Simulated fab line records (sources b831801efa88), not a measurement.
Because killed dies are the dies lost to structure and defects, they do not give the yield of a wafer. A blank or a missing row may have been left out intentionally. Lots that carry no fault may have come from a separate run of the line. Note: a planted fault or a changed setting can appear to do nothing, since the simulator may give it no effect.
Check for tools in common / flow gf180mcu / 12 lots, 36 wafers sampled

== REASON FOR OPENING ==
At GF_CONTACT_RS_MEAS_25 the reading CONTACT_W_RS is flagged on 2 of 12 lots. Wafers without a fault read 0.387 ohm/sq, standard deviation 0.004.
Rule: a lot gets a flag if all its wafers with a number sit over 4 standard deviations from that mean, or if no wafer of it has a number. All remaining lots are regarded as sound.

lot=L639; measured=day 16 13:49; on=film_metro-01; CONTACT_W_RS (ohm/sq), wafer by wafer=0.385 0.387 0.385; flag=
lot=L641; measured=day 17 13:25; on=film_metro-04; CONTACT_W_RS (ohm/sq), wafer by wafer=0.387 0.388 0.385; flag=
lot=L642; measured=day 17 23:44; on=film_metro-02; CONTACT_W_RS (ohm/sq), wafer by wafer=0.382 0.382 0.385; flag=
lot=L644; measured=day 18 12:55; on=film_metro-04; CONTACT_W_RS (ohm/sq), wafer by wafer=0.385 0.390 0.390; flag=
lot=L645; measured=day 18 15:50; on=film_metro-04; CONTACT_W_RS (ohm/sq), wafer by wafer=0.386 0.388 0.389; flag=
lot=L646; measured=day 19 02:26; on=film_metro-04; CONTACT_W_RS (ohm/sq), wafer by wafer=0.383 0.387 0.381; flag=
lot=L649; measured=day 20 09:50; on=film_metro-02; CONTACT_W_RS (ohm/sq), wafer by wafer=0.394 0.388 0.389; flag=
lot=L654; measured=day 22 03:17; on=film_metro-02; CONTACT_W_RS (ohm/sq), wafer by wafer=0.318 0.319 0.320; flag=FLAGGED
lot=L655; measured=day 22 08:13; on=film_metro-02; CONTACT_W_RS (ohm/sq), wafer by wafer=0.325 0.322 0.321; flag=FLAGGED
lot=L656; measured=day 23 03:29; on=film_metro-01; CONTACT_W_RS (ohm/sq), wafer by wafer=0.381 0.381 0.383; flag=
lot=L658; measured=day 23 09:53; on=film_metro-04; CONTACT_W_RS (ohm/sq), wafer by wafer=0.385 0.389 0.388; flag=
lot=L661; measured=day 24 09:42; on=film_metro-02; CONTACT_W_RS (ohm/sq), wafer by wafer=0.384 0.390 0.386; flag=
Average over the flagged lots: 0.321 ohm/sq; offset from the usual -0.066 ohm/sq, equal to -17 standard deviations.

== WHICH TOOL RAN EACH LOT ==
The record holds 1 process step before the reading, out of a route of 602 steps. Each cell gives the tool, then ch followed by the chambers the sampled wafers passed through, then the start.
lot=L639; flag=; GF_CONTACT_CVD_24=cvd_w-01 ch 0,1, day 16 13:41
lot=L641; flag=; GF_CONTACT_CVD_24=cvd_w-01 ch 0,1, day 17 13:17
lot=L642; flag=; GF_CONTACT_CVD_24=cvd_w-02 ch 0,1, day 17 23:38
lot=L644; flag=; GF_CONTACT_CVD_24=cvd_w-02 ch 0, day 18 12:47
lot=L645; flag=; GF_CONTACT_CVD_24=cvd_w-01 ch 0,1, day 18 15:44
lot=L646; flag=; GF_CONTACT_CVD_24=cvd_w-02 ch 0,1, day 19 02:20
lot=L649; flag=; GF_CONTACT_CVD_24=cvd_w-01 ch 0,1, day 20 09:43
lot=L654; flag=FLAGGED; GF_CONTACT_CVD_24=cvd_w-01 ch 0,1, day 22 03:11
lot=L655; flag=FLAGGED; GF_CONTACT_CVD_24=cvd_w-01 ch 0,1, day 22 08:07
lot=L656; flag=; GF_CONTACT_CVD_24=cvd_w-02 ch 0,1, day 23 03:23
lot=L658; flag=; GF_CONTACT_CVD_24=cvd_w-02 ch 1, day 23 09:46
lot=L661; flag=; GF_CONTACT_CVD_24=cvd_w-02 ch 1, day 24 09:30
These steps, and what they do:
- GF_CONTACT_CVD_24: deposits W, target thk 300 nm, time 90.339 s.
- GF_CONTACT_RS_MEAS_25: measures by four-point-probe.

== FLAGGED OVER TOTAL, TOOL BY TOOL (the gauges that took the reading come last) ==
step=GF_CONTACT_CVD_24; tool=cvd_w-01; lots run=6; flagged=2; share of the flagged lots=all; sound lots run after its first flagged lot=0
step=GF_CONTACT_CVD_24; tool=cvd_w-02; lots run=6; flagged=0; share of the flagged lots=none; sound lots run after its first flagged lot=-
step=GF_CONTACT_RS_MEAS_25; tool=film_metro-01; lots run=2; flagged=0; share of the flagged lots=none; sound lots run after its first flagged lot=-
step=GF_CONTACT_RS_MEAS_25; tool=film_metro-02; lots run=5; flagged=2; share of the flagged lots=all; sound lots run after its first flagged lot=1 (L661)
step=GF_CONTACT_RS_MEAS_25; tool=film_metro-04; lots run=5; flagged=0; share of the flagged lots=none; sound lots run after its first flagged lot=-

== WHAT IS ALLOWED BY THE TABLE ==
In 2 table rows, all flagged lots were run: cvd_w-01 (GF_CONTACT_CVD_24), film_metro-02 (GF_CONTACT_RS_MEAS_25).
- cvd_w-01 at GF_CONTACT_CVD_24 ran 6 lots, 2 of them flagged. A fault beginning between L649 (day 20 09:43), its last sound lot, and L654 (day 22 03:11), its first flagged one, fits the data.
- film_metro-02 at GF_CONTACT_RS_MEAS_25 ran 5 lots, 2 of them flagged. Sound lots ran on it after the first flagged one (L661), which a lasting fault on the whole tool wouldn't allow.
What remains is a single tool, cvd_w-01 at GF_CONTACT_CVD_24.

== WHAT THE SIMULATOR PUT IN ==
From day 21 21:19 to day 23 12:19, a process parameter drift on cvd_w-01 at GF_CONTACT_CVD_24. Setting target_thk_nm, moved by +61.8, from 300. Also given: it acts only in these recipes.
Lots struck among those shown: L654, L655. The rule given above showed the same thing.
